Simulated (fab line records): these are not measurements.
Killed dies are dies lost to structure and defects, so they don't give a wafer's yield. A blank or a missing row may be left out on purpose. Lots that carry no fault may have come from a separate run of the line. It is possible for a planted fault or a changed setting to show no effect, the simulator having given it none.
Problem report in the 8D (eight disciplines) form, filled by code -- flow gf180mcu -- the parts of the form that need people (team, actions taken, sign-off) are left out

1. PROBLEM STATEMENT
Wafers free of any fault read 1571 (standard deviation 14) for NWELL_TW at GF_NWELL_TW_MEAS_11, against a mean of 1847 on 6 wafers of 2 lots. Measured from the usual mean, that is +20 standard deviations.
The first sign was on wafer L528.2 at day 5 06:39, on film-metro-04. At this step, 33 wafers from 11 lots have a number in the record. The rule behind "out" and "out of limits": a value lying over 4 standard deviations away from the usual mean. Any other wafer with a number is counted as sound.

2. WHAT IT IS, WHAT IT ISN'T
question,is,is not
which readings at this step,NWELL_TW,-
which lots,"L528, L533","L521, L522, L524, L525, L539, L540, L542, L543, L544"
which wafers of those lots,all that have a number,-
read on which gauges,"film-metro-02, film-metro-04",film-metro-03
when,from day 5 06:39,"up to then (12 sound wafers); but 15 sound wafers of L539, L540, L542, L543, L544 came after"

3. THE SUSPECTS, EACH WITH WHAT RULES IT OUT
Counting: any tool at a process step up to the reading is kept as a suspect provided that every lot that is out went through it and no sound lot did after the first of them.
- the gauge at GF_NWELL_TW_MEAS_11 is ruled out. Those wafers that are out were read across 2 gauges (film-metro-02, film-metro-04).
- litho-track-01 at GF_DNWELL_COAT_02 (resist thk 3000 nm): kept. Every lot that is out went through it, starting with L528 (day 4 07:27), and after that it ran no sound lot; the last sound lot it ran before then is L525 (day 3 12:05).
Remaining after the count: litho-track-01 at GF_DNWELL_COAT_02.

4. THE CAUSE (what the simulator had put in)
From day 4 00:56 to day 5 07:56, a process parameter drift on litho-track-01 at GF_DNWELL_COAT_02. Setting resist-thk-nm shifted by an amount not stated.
Counting left only this tool.

5. THE EFFECT CHAIN, in route order
Each row: a reading whose mean over the struck wafers that have a number lies more than 3 standard deviations from the usual. Only readings for which the record gives a usual standard deviation are gone through. hours: the time from each lot's start at the first step in this table that gives one to its start at this step, as a median over the lots. sigmas: the change in usual standard deviations.
hours,step,reading,usual,on struck wafers,change,sigmas
0,GF_DNWELL_STRIP_08,strip-time-to-endpoint-s,37.26 s,21.14,-16.12,-99 or more
15,GF_NWELL_TW_MEAS_11,NWELL_TW,1571,1847,+276,+20
31,GF_LVPWELL_TW_MEAS_11,LVPWELL_TW,557,1365,+808,+99 or more
46,GF_MVSD_TW_MEAS_11,MVSD_TW,1572,1847,+275,+15
Here are the process steps it includes:
- GF_DNWELL_STRIP_08: strips in O2/N2.
Later steps that measure or inspect, where all struck wafers having a row at the step show a number for every such reading and not one has moved that far: GF_V1_OVL_MEAS_15, GF_V1_THK_MEAS_25.

6. HOW IT WOULD HAVE BEEN CAUGHT EARLIER
In this record the first reading out of limits at a measuring or inspecting step was taken at day 5 06:39, 30 hours after the fault began at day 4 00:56.
No tool reading at GF_DNWELL_COAT_02 that has a usual standard deviation in the record was out on any struck wafer, so an alarm limit of 4 standard deviations on those readings would not have fired.
All the lots that are out (2) had begun GF_DNWELL_COAT_02 on litho-track-01 by day 5 06:39. None of them would have been spared by holding the tool at that moment.
